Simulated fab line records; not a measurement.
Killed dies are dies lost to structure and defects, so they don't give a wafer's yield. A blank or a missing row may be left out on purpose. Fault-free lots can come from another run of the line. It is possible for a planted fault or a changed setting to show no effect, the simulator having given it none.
The tool behind it: which one? :: flow sky130 :: 72 wafers from 24 lots sampled at 6 of the route's 708 steps

## WHAT THE GAUGES SHOWED, per wafer
SKY_VT_ADJUST_HVTR_CD_MEAS_07: target cd 380 nm.
lot: L074
measured: day 9 11:36
on: cd_sem-01
cd_nm (nm): 381.3 382.9 382.8

lot: L075
measured: day 9 15:44
on: cd_sem-01
cd_nm (nm): 376.1 375.0 377.1

lot: L076
measured: day 10 03:17
on: cd_sem-01
cd_nm (nm): 379.5 379.4 380.1

lot: L077
measured: day 10 06:59
on: cd_sem-02
cd_nm (nm): 380.1 378.6 378.4

lot: L078
measured: day 10 17:19
on: cd_sem-02
cd_nm (nm): 378.6 383.1 382.1

lot: L079
measured: day 10 20:25
on: cd_sem-01
cd_nm (nm): 377.4 378.1 377.1

lot: L080
measured: day 11 04:38
on: cd_sem-01
cd_nm (nm): 379.9 379.8 376.6

lot: L081
measured: day 11 14:21
on: cd_sem-01
cd_nm (nm): 382.3 380.2 381.0

lot: L082
measured: day 11 22:26
on: cd_sem-02
cd_nm (nm): 376.7 378.0 377.2

lot: L083
measured: day 12 04:11
on: cd_sem-01
cd_nm (nm): 377.2 376.5 378.9

lot: L084
measured: day 12 12:23
on: cd_sem-02
cd_nm (nm): 381.7 382.8 382.9

lot: L085
measured: day 12 15:40
on: cd_sem-01
cd_nm (nm): 379.7 380.6 378.8

lot: L086
measured: day 13 03:43
on: cd_sem-01
cd_nm (nm): 381.3 382.7 380.5

lot: L087
measured: day 13 16:49
on: cd_sem-02
cd_nm (nm): 376.9 378.2 378.1

lot: L088
measured: day 13 22:45
on: cd_sem-02
cd_nm (nm): 383.6 383.0 382.9

lot: L089
measured: day 13 23:03
on: cd_sem-01
cd_nm (nm): 381.7 379.7 382.6

lot: L090
measured: day 14 08:42
on: cd_sem-01
cd_nm (nm): 376.3 378.0 378.4

lot: L091
measured: day 14 18:21
on: cd_sem-01
cd_nm (nm): 378.7 378.4 381.9

lot: L092
measured: day 15 04:32
on: cd_sem-01
cd_nm (nm): 376.2 374.5 375.9

lot: L093
measured: day 15 10:27
on: cd_sem-01
cd_nm (nm): 379.1 377.6 377.3

lot: L094
measured: day 15 17:41
on: cd_sem-02
cd_nm (nm): 375.6 378.6 379.0

lot: L095
measured: day 16 03:52
on: cd_sem-01
cd_nm (nm): 380.5 382.4 381.7

lot: L096
measured: day 16 11:13
on: cd_sem-01
cd_nm (nm): 384.1 383.0 383.1

lot: L097
measured: day 17 00:02
on: cd_sem-02
cd_nm (nm): 383.8 383.1 385.2

SKY_SONOS_ONO_THK_MEAS_03.
lot: L074
measured: day 11 14:32
on: film_metro-04
SONOS_ONO_CVD_02_THK (nm): 10.36 10.36 10.37

lot: L075
measured: day 11 18:10
on: film_metro-04
SONOS_ONO_CVD_02_THK (nm): 10.62 10.42 10.54

lot: L076
measured: day 12 06:19
on: film_metro-01
SONOS_ONO_CVD_02_THK (nm): 10.53 10.47 10.53

lot: L077
measured: day 12 10:59
on: film_metro-02
SONOS_ONO_CVD_02_THK (nm): 10.33 10.40 10.40

lot: L078
measured: day 12 22:54
on: film_metro-02
SONOS_ONO_CVD_02_THK (nm): 10.44 10.51 10.39

lot: L079
measured: day 13 02:56
on: film_metro-01
SONOS_ONO_CVD_02_THK (nm): 10.76 10.64 10.50

lot: L080
measured: day 13 11:40
on: film_metro-04
SONOS_ONO_CVD_02_THK (nm): 10.72 10.66 10.56

lot: L081
measured: day 13 23:10
on: film_metro-04
SONOS_ONO_CVD_02_THK (nm): 10.34 10.50 10.36

lot: L082
measured: day 14 04:13
on: film_metro-02
SONOS_ONO_CVD_02_THK (nm): 10.50 10.49 10.55

lot: L083
measured: day 14 11:10
on: film_metro-01
SONOS_ONO_CVD_02_THK (nm): 10.65 10.58 10.63

lot: L084
measured: day 14 20:49
on: film_metro-02
SONOS_ONO_CVD_02_THK (nm): 10.62 10.68 10.59

lot: L085
measured: day 15 01:13
on: film_metro-04
SONOS_ONO_CVD_02_THK (nm): 10.46 10.52 10.53

lot: L086
measured: day 15 14:16
on: film_metro-01
SONOS_ONO_CVD_02_THK (nm): 10.23 10.21 10.15

lot: L087
measured: day 16 03:06
on: film_metro-01
SONOS_ONO_CVD_02_THK (nm): 10.43 10.36 10.32

lot: L088
measured: day 16 10:17
on: film_metro-01
SONOS_ONO_CVD_02_THK (nm): 10.50 10.33 10.59

lot: L089
measured: day 16 10:17
on: film_metro-02
SONOS_ONO_CVD_02_THK (nm): 10.55 10.66 10.64

lot: L090
measured: day 16 19:32
on: film_metro-01
SONOS_ONO_CVD_02_THK (nm): 10.41 10.40 10.40

lot: L091
measured: day 17 07:34
on: film_metro-04
SONOS_ONO_CVD_02_THK (nm): 10.36 10.38 10.33

lot: L092
measured: day 17 16:29
on: film_metro-01
SONOS_ONO_CVD_02_THK (nm): 10.34 10.51 10.40

lot: L093
measured: day 18 00:35
on: film_metro-04
SONOS_ONO_CVD_02_THK (nm): 10.26 10.36 10.33

lot: L094
measured: day 18 08:53
on: film_metro-01
SONOS_ONO_CVD_02_THK (nm): 10.50 10.56 10.39

lot: L095
measured: day 18 16:40
on: film_metro-04
SONOS_ONO_CVD_02_THK (nm): 10.65 10.52 10.52

lot: L096
measured: day 19 03:54
on: film_metro-04
SONOS_ONO_CVD_02_THK (nm): 10.54 10.54 10.58

lot: L097
measured: day 19 15:41
on: film_metro-04
SONOS_ONO_CVD_02_THK (nm): 10.51 10.40 10.43

SKY_METAL4_CD_MEAS_13: target cd 300 nm.
lot: L074
measured: day 41 19:14
on: cd_sem-01
cd_nm (nm): 299.8 299.9 301.1

lot: L075
measured: day 41 21:23
on: cd_sem-01
cd_nm (nm): 300.1 300.5 300.0

lot: L076
measured: day 42 12:17
on: cd_sem-02
cd_nm (nm): 300.6 301.5 299.6

lot: L077
measured: day 42 14:39
on: cd_sem-01
cd_nm (nm): 300.1 300.3 299.6

lot: L078
measured: day 42 23:46
on: cd_sem-02
cd_nm (nm): 298.2 300.0 299.1

lot: L079
measured: day 42 23:55
on: cd_sem-01
cd_nm (nm): 300.5 299.5 300.3

lot: L080
measured: day 43 14:35
on: cd_sem-01
cd_nm (nm): 300.3 300.4 300.3

lot: L081
measured: day 43 21:14
on: cd_sem-02
cd_nm (nm): 297.9 298.0 298.4

lot: L082
measured: day 44 02:03
on: cd_sem-01
cd_nm (nm): 300.0 301.7 300.1

lot: L083
measured: day 44 08:24
on: cd_sem-01
cd_nm (nm): 298.5 297.2 297.3

lot: L084
measured: day 44 14:56
on: cd_sem-01
cd_nm (nm): 299.6 301.1 300.4

lot: L085
measured: day 44 18:26
on: cd_sem-01
cd_nm (nm): 302.6 302.9 303.7

lot: L086
measured: day 45 07:10
on: cd_sem-01
cd_nm (nm): 300.0 299.5 298.2

lot: L087
measured: day 45 19:31
on: cd_sem-01
cd_nm (nm): 301.5 302.0 303.8

lot: L088
measured: day 45 23:47
on: cd_sem-01
cd_nm (nm): 299.8 300.9 298.8

lot: L089
measured: day 45 23:26
on: cd_sem-02
cd_nm (nm): 300.4 301.1 300.3

lot: L090
measured: day 46 02:41
on: cd_sem-01
cd_nm (nm): 301.9 301.5 301.5

lot: L091
measured: day 46 12:56
on: cd_sem-01
cd_nm (nm): 297.7 297.2 298.3

lot: L092
measured: day 46 21:00
on: cd_sem-01
cd_nm (nm): 298.3 299.1 298.1

lot: L093
measured: day 46 23:07
on: cd_sem-02
cd_nm (nm): 299.0 297.7 299.3

lot: L094
measured: day 47 04:48
on: cd_sem-01
cd_nm (nm): 302.0 302.6 303.1

lot: L095
measured: day 47 11:57
on: cd_sem-02
cd_nm (nm): 299.8 299.5 300.5

lot: L096
measured: day 47 18:01
on: cd_sem-02
cd_nm (nm): 298.0 298.1 299.7

lot: L097
measured: day 48 01:32
on: cd_sem-02
cd_nm (nm): 299.7 300.4 298.8

SKY_PAD_OPEN_BOW_MEAS_13.
lot: L074
measured: day 45 20:47
on: film_metro-03
PAD_OPEN_BOW (um): 48 53 40

lot: L075
measured: day 45 21:50
on: film_metro-03
PAD_OPEN_BOW (um): 43 42 45

lot: L076
measured: day 46 11:40
on: film_metro-03
PAD_OPEN_BOW (um): 55 74 48

lot: L077
measured: day 46 12:54
on: film_metro-04
PAD_OPEN_BOW (um): 43 41 35

lot: L078
measured: day 46 21:47
on: film_metro-01
PAD_OPEN_BOW (um): 45 45 30

lot: L079
measured: day 46 22:16
on: film_metro-04
PAD_OPEN_BOW (um): 58 49 46

lot: L080
measured: day 47 09:32
on: film_metro-01
PAD_OPEN_BOW (um): 52 54 36

lot: L081
measured: day 47 17:02
on: film_metro-03
PAD_OPEN_BOW (um): 42 38 44

lot: L082
measured: day 47 20:08
on: film_metro-03
PAD_OPEN_BOW (um): 54 59 58

lot: L083
measured: day 48 00:32
on: film_metro-01
PAD_OPEN_BOW (um): 64 59 65

lot: L084
measured: day 48 05:56
on: film_metro-03
PAD_OPEN_BOW (um): 50 60 44

lot: L085
measured: day 48 09:12
on: film_metro-01
PAD_OPEN_BOW (um): 54 54 43

lot: L086
measured: day 48 20:51
on: film_metro-03
PAD_OPEN_BOW (um): 58 51 55

lot: L087
measured: day 49 07:16
on: film_metro-03
PAD_OPEN_BOW (um): 44 49 41

lot: L088
measured: day 49 11:56
on: film_metro-04
PAD_OPEN_BOW (um): 55 45 41

lot: L089
measured: day 49 10:38
on: film_metro-01
PAD_OPEN_BOW (um): 49 47 59

lot: L090
measured: day 49 14:26
on: film_metro-04
PAD_OPEN_BOW (um): 51 54 49

lot: L091
measured: day 49 22:04
on: film_metro-01
PAD_OPEN_BOW (um): 49 53 47

lot: L092
measured: day 50 06:09
on: film_metro-03
PAD_OPEN_BOW (um): 51 43 45

lot: L093
measured: day 50 07:38
on: film_metro-03
PAD_OPEN_BOW (um): 29 34 35

lot: L094
measured: day 50 10:23
on: film_metro-03
PAD_OPEN_BOW (um): 46 58 43

lot: L095
measured: day 50 17:08
on: film_metro-04
PAD_OPEN_BOW (um): 45 51 51

lot: L096
measured: day 50 23:10
on: film_metro-03
PAD_OPEN_BOW (um): 51 47 35

lot: L097
measured: day 51 03:02
on: film_metro-01
PAD_OPEN_BOW (um): 47 44 35

## WHAT TOOL EACH LOT RAN ON (gives the tool, then ch and the chambers of the sampled wafers, and finally the start)
lot: L074
SKY_CONTACT_CVD_00: pecvd-02 ch 0,1,2, day 30 10:47
SKY_METAL2_SPUTTER_01: pvd_sputter-02, day 34 01:26

lot: L075
SKY_CONTACT_CVD_00: pecvd-02 ch 1,2, day 30 13:42
SKY_METAL2_SPUTTER_01: pvd_sputter-02, day 34 03:33

lot: L076
SKY_CONTACT_CVD_00: pecvd-02 ch 0,1,2, day 31 06:14
SKY_METAL2_SPUTTER_01: pvd_sputter-04, day 34 20:14

lot: L077
SKY_CONTACT_CVD_00: pecvd-03 ch 0,1,2, day 31 10:18
SKY_METAL2_SPUTTER_01: pvd_sputter-04, day 35 00:28

lot: L078
SKY_CONTACT_CVD_00: pecvd-03 ch 0,1,2, day 31 20:34
SKY_METAL2_SPUTTER_01: pvd_sputter-03, day 35 10:01

lot: L079
SKY_CONTACT_CVD_00: pecvd-04 ch 0,2, day 31 23:32
SKY_METAL2_SPUTTER_01: pvd_sputter-04, day 35 12:17

lot: L080
SKY_CONTACT_CVD_00: pecvd-04 ch 0,1,2, day 32 14:38
SKY_METAL2_SPUTTER_01: pvd_sputter-03, day 36 03:09

lot: L081
SKY_CONTACT_CVD_00: pecvd-03 ch 0,1,2, day 32 22:56
SKY_METAL2_SPUTTER_01: pvd_sputter-03, day 36 10:35

lot: L082
SKY_CONTACT_CVD_00: pecvd-02 ch 0,1, day 33 02:47
SKY_METAL2_SPUTTER_01: pvd_sputter-02, day 36 15:02

lot: L083
SKY_CONTACT_CVD_00: pecvd-03 ch 0,2, day 33 10:52
SKY_METAL2_SPUTTER_01: pvd_sputter-04, day 36 22:52

lot: L084
SKY_CONTACT_CVD_00: pecvd-02 ch 1,2, day 33 18:18
SKY_METAL2_SPUTTER_01: pvd_sputter-04, day 37 05:59

lot: L085
SKY_CONTACT_CVD_00: pecvd-02 ch 0,2, day 34 00:05
SKY_METAL2_SPUTTER_01: pvd_sputter-03, day 37 11:08

lot: L086
SKY_CONTACT_CVD_00: pecvd-04 ch 0,2, day 34 12:42
SKY_METAL2_SPUTTER_01: pvd_sputter-04, day 38 00:34

lot: L087
SKY_CONTACT_CVD_00: pecvd-02 ch 0,1,2, day 35 03:04
SKY_METAL2_SPUTTER_01: pvd_sputter-02, day 38 13:38

lot: L088
SKY_CONTACT_CVD_00: pecvd-04 ch 0,1,2, day 35 10:15
SKY_METAL2_SPUTTER_01: pvd_sputter-02, day 38 21:18

lot: L089
SKY_CONTACT_CVD_00: pecvd-02 ch 0,1, day 35 09:16
SKY_METAL2_SPUTTER_01: pvd_sputter-04, day 38 21:04

lot: L090
SKY_CONTACT_CVD_00: pecvd-03 ch 0,2, day 35 15:58
SKY_METAL2_SPUTTER_01: pvd_sputter-02, day 39 02:40

lot: L091
SKY_CONTACT_CVD_00: pecvd-03 ch 0,2, day 36 02:10
SKY_METAL2_SPUTTER_01: pvd_sputter-03, day 39 12:10

lot: L092
SKY_CONTACT_CVD_00: pecvd-02 ch 0,1, day 36 12:19
SKY_METAL2_SPUTTER_01: pvd_sputter-04, day 39 21:23

lot: L093
SKY_CONTACT_CVD_00: pecvd-03 ch 0,2, day 36 16:40
SKY_METAL2_SPUTTER_01: pvd_sputter-02, day 40 01:47

lot: L094
SKY_CONTACT_CVD_00: pecvd-03 ch 0,1,2, day 36 23:57
SKY_METAL2_SPUTTER_01: pvd_sputter-04, day 40 08:28

lot: L095
SKY_CONTACT_CVD_00: pecvd-04 ch 0,1,2, day 37 07:54
SKY_METAL2_SPUTTER_01: pvd_sputter-02, day 40 16:02

lot: L096
SKY_CONTACT_CVD_00: pecvd-02 ch 0,2, day 37 15:17
SKY_METAL2_SPUTTER_01: pvd_sputter-02, day 40 23:22

lot: L097
SKY_CONTACT_CVD_00: pecvd-04 ch 1,2, day 38 02:20
SKY_METAL2_SPUTTER_01: pvd_sputter-03, day 41 09:29
- SKY_CONTACT_CVD_00: deposits Si3N4, target thk 75 nm.
- SKY_METAL2_SPUTTER_01: material TiN, target thk 20 nm, time 16.7 s.

## AS READ BY THE TOOLS THEMSELVES (means over the sampled wafers that have a number; for cases with no such wafer, the mark the record gives instead)
SKY_CONTACT_CVD_00.
lot: L074
tool: pecvd-02
heater_power_w (W): 752

lot: L075
tool: pecvd-02
heater_power_w (W): 694

lot: L076
tool: pecvd-02
heater_power_w (W): 729

lot: L077
tool: pecvd-03
heater_power_w (W): 657

lot: L078
tool: pecvd-03
heater_power_w (W): 691

lot: L079
tool: pecvd-04
heater_power_w (W): 648

lot: L080
tool: pecvd-04
heater_power_w (W): 643

lot: L081
tool: pecvd-03
heater_power_w (W): 695

lot: L082
tool: pecvd-02
heater_power_w (W): 684

lot: L083
tool: pecvd-03
heater_power_w (W): 796

lot: L084
tool: pecvd-02
heater_power_w (W): 664

lot: L085
tool: pecvd-02
heater_power_w (W): 655

lot: L086
tool: pecvd-04
heater_power_w (W): 653

lot: L087
tool: pecvd-02
heater_power_w (W): 709

lot: L088
tool: pecvd-04
heater_power_w (W): 640

lot: L089
tool: pecvd-02
heater_power_w (W): 748

lot: L090
tool: pecvd-03
heater_power_w (W): 726

lot: L091
tool: pecvd-03
heater_power_w (W): 778

lot: L092
tool: pecvd-02
heater_power_w (W): 731

lot: L093
tool: pecvd-03
heater_power_w (W): 762

lot: L094
tool: pecvd-03
heater_power_w (W): 724

lot: L095
tool: pecvd-04
heater_power_w (W): 681

lot: L096
tool: pecvd-02
heater_power_w (W): 725

lot: L097
tool: pecvd-04
heater_power_w (W): 574

SKY_METAL2_SPUTTER_01.
lot: L074
tool: pvd_sputter-02
throttle_valve_pct (%): 31.0

lot: L075
tool: pvd_sputter-02
throttle_valve_pct (%): 29.1

lot: L076
tool: pvd_sputter-04
throttle_valve_pct (%): 29.9

lot: L077
tool: pvd_sputter-04
throttle_valve_pct (%): 29.8

lot: L078
tool: pvd_sputter-03
throttle_valve_pct (%): 29.7

lot: L079
tool: pvd_sputter-04
throttle_valve_pct (%): 29.4

lot: L080
tool: pvd_sputter-03
throttle_valve_pct (%): 29.7

lot: L081
tool: pvd_sputter-03
throttle_valve_pct (%): 29.8

lot: L082
tool: pvd_sputter-02
throttle_valve_pct (%): 28.1

lot: L083
tool: pvd_sputter-04
throttle_valve_pct (%): 30.2

lot: L084
tool: pvd_sputter-04
throttle_valve_pct (%): 30.1

lot: L085
tool: pvd_sputter-03
throttle_valve_pct (%): 29.4

lot: L086
tool: pvd_sputter-04
throttle_valve_pct (%): 30.9

lot: L087
tool: pvd_sputter-02
throttle_valve_pct (%): 29.1

lot: L088
tool: pvd_sputter-02
throttle_valve_pct (%): 28.6

lot: L089
tool: pvd_sputter-04
throttle_valve_pct (%): 30.8

lot: L090
tool: pvd_sputter-02
throttle_valve_pct (%): 28.6

lot: L091
tool: pvd_sputter-03
throttle_valve_pct (%): 29.7

lot: L092
tool: pvd_sputter-04
throttle_valve_pct (%): 30.1

lot: L093
tool: pvd_sputter-02
throttle_valve_pct (%): 29.2

lot: L094
tool: pvd_sputter-04
throttle_valve_pct (%): 31.0

lot: L095
tool: pvd_sputter-02
throttle_valve_pct (%): 29.3

lot: L096
tool: pvd_sputter-02
throttle_valve_pct (%): 28.5

lot: L097
tool: pvd_sputter-03
throttle_valve_pct (%): 29.7

## THE ANSWER, worked out from the rows above alone
Rule: the usual values come from the lots themselves. The widest of any qualifying gaps counts: lots, ordered by their means at a reading, are off when they make up no more than a third of the lots, leave a main group of 4 or more, and stand apart from it by 3 or more times the standard deviation of that group's means. If all means in a main group match to the digits the tables above print for the reading, that group is not used. Also off: a lot with no number at a reading for which 4 or more lots have one. The other lots that the step has rows for count as sound. After the gauges, taken in route order, come the tools' own readings; for these a lot's mean is taken, as printed above. At the first step where some lot is off, the reading lying furthest off is the one used; lots without a number count as furthest.
No lot is off on any of the readings shown, so nothing can be concluded from this.

## WHAT WAS PUT IN BY THE SIMULATOR
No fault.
